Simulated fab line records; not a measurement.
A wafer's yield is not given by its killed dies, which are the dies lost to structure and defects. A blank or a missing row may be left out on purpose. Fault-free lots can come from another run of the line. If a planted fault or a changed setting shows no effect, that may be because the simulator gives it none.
Split-lot trial + flow gf180mcu + 23 wafers read across 5 lots, on a route 602 steps long

## THE SPLIT
At GF_CONTACT_CVD_24 (deposits W, target thk 300 nm, time 90.339 s), the setting temp c was moved away from the recipe's 400 C on 6 of the 23 wafers read, by -2.5% to +2.8%. All remaining wafers had this setting at the recipe value.

The file shows no step between the split and the reading.

## THE READING
Measured at GF_CONTACT_RS_MEAS_25 by four-point probe: CONTACT_W_RS, in ohm/sq. Typical for fault-free wafers on this fab line: 0.381 ohm/sq, with standard deviation 0.0044 ohm/sq.

| wafer  | tool, chamber at the split | temp c as run, C | against the recipe | CONTACT_W_RS, ohm/sq | against lot-mates on the recipe |
|--------|----------------------------|------------------|--------------------|----------------------|---------------------------------|
| L074.1 | cvd w-01, 0,1,0,0,1        | 400              | recipe             | 0.375                | -                               |
| L074.3 | cvd w-01, 0,1,0,0,1        | 400              | recipe             | 0.377                | -                               |
| L074.4 | cvd w-01, 0,1,0,0,1        | 400              | recipe             | 0.377                | -                               |
| L074.5 | cvd w-01, 0,1,0,0,1        | 400              | recipe             | 0.373                | -                               |
| L074.6 | cvd w-01, 0,1,0,0,1        | 400              | recipe             | 0.381                | -                               |
| L076.1 | cvd w-02, 1,0,0            | 400              | recipe             | 0.380                | -                               |
| L076.2 | cvd w-02, 1,0,0            | 400              | recipe             | 0.382                | -                               |
| L076.3 | cvd w-02, 0,1              | 390              | -2.5%              | 0.454                | +0.072                          |
| L076.5 | cvd w-02, 0,1              | 390              | -2.5%              | 0.450                | +0.068                          |
| L076.6 | cvd w-02, 1,0,0            | 400              | recipe             | 0.385                | -                               |
| L078.1 | cvd w-01, 0                | 395.9            | -1.0%              | 0.405                | +0.020                          |
| L078.2 | cvd w-01, 1,1,0            | 400              | recipe             | 0.387                | -                               |
| L078.3 | cvd w-01, 0                | 395.9            | -1.0%              | 0.409                | +0.024                          |
| L078.4 | cvd w-01, 1,1,0            | 400              | recipe             | 0.390                | -                               |
| L078.5 | cvd w-01, 1,1,0            | 400              | recipe             | 0.378                | -                               |
| L083.1 | cvd w-01, 1,0,1            | 400              | recipe             | 0.386                | -                               |
| L083.2 | cvd w-01, 1,0,1            | 400              | recipe             | 0.376                | -                               |
| L083.3 | cvd w-01, 0                | 411.2            | +2.8%              | 0.308                | -0.073                          |
| L083.4 | cvd w-01, 1,0,1            | 400              | recipe             | 0.381                | -                               |
| L083.6 | cvd w-01, 0                | 411.2            | +2.8%              | 0.310                | -0.071                          |
| L084.1 | cvd w-02, 0,1,0            | 400              | recipe             | 0.381                | -                               |
| L084.4 | cvd w-02, 0,1,0            | 400              | recipe             | 0.379                | -                               |
| L084.6 | cvd w-02, 0,1,0            | 400              | recipe             | 0.383                | -                               |
When a row names more than one chamber, that row covers several wafers, and the file does not tell which wafer ran in which chamber.

FIT RESULTS
A straight line over all 23 wafers: CONTACT_W_RS changes by -0.0268 ohm/sq for each +1% of temp c; r = -0.99; the points scatter about the line by 0.0044 ohm/sq.
The same after taking each lot's own level away (the mean of its wafers on the recipe; 23 wafers): -0.0263 ohm/sq for each +1%; r = -0.99; scatter 0.0037 ohm/sq.
The reading moves by 0.074 ohm/sq for the largest change in temp c, on that fit.
From 0.3766 to 0.3850 ohm/sq: that is the span of the lots' own levels, equal to 1.9 times the standard deviation above.
The two slopes agree, so the slope changes little with the lot-to-lot level.
Check: for one of the wafers moved furthest among these (+2.8%), held out of the fit, the line's prediction against its lot-mates is -0.0739 ohm/sq. Against them it came out at -0.073 ohm/sq.

## OTHER SPLITS ON THESE WAFERS
Before the reading, these wafers also passed through other splits. Each is held against what the fit with the lots' levels taken away leaves over:
| other split on the same wafers   | wafers away from the commonest value | r with CONTACT_W_RS (lot level and that fit taken away) |
|----------------------------------|--------------------------------------|---------------------------------------------------------|
| GF_POLY_GATE_PEB_08 peb temp c   | 11                                   | -0.53                                                   |
| GF_POLY_GATE_ETCH_13 bias w      | 11                                   | +0.45                                                   |
| GF_HV_LDD_DEVELOP_06 dev temp c  | 9                                    | +0.07                                                   |
| GF_PSD_IMPLANT_09 energy kev     | 7                                    | -0.09                                                   |
| GF_SAB_CVD_00 time s             | 7                                    | -0.26                                                   |
| GF_CONTACT_CVD_00 sih4 flow sccm | 9                                    | +0.28                                                   |
| GF_CONTACT_ETCH_17 bias w        | 5                                    | +0.02                                                   |

## THE FILE'S OWN FIT
CONTACT_W_RS changes by -0.0263 ohm/sq for each +1% of temp c, r = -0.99.
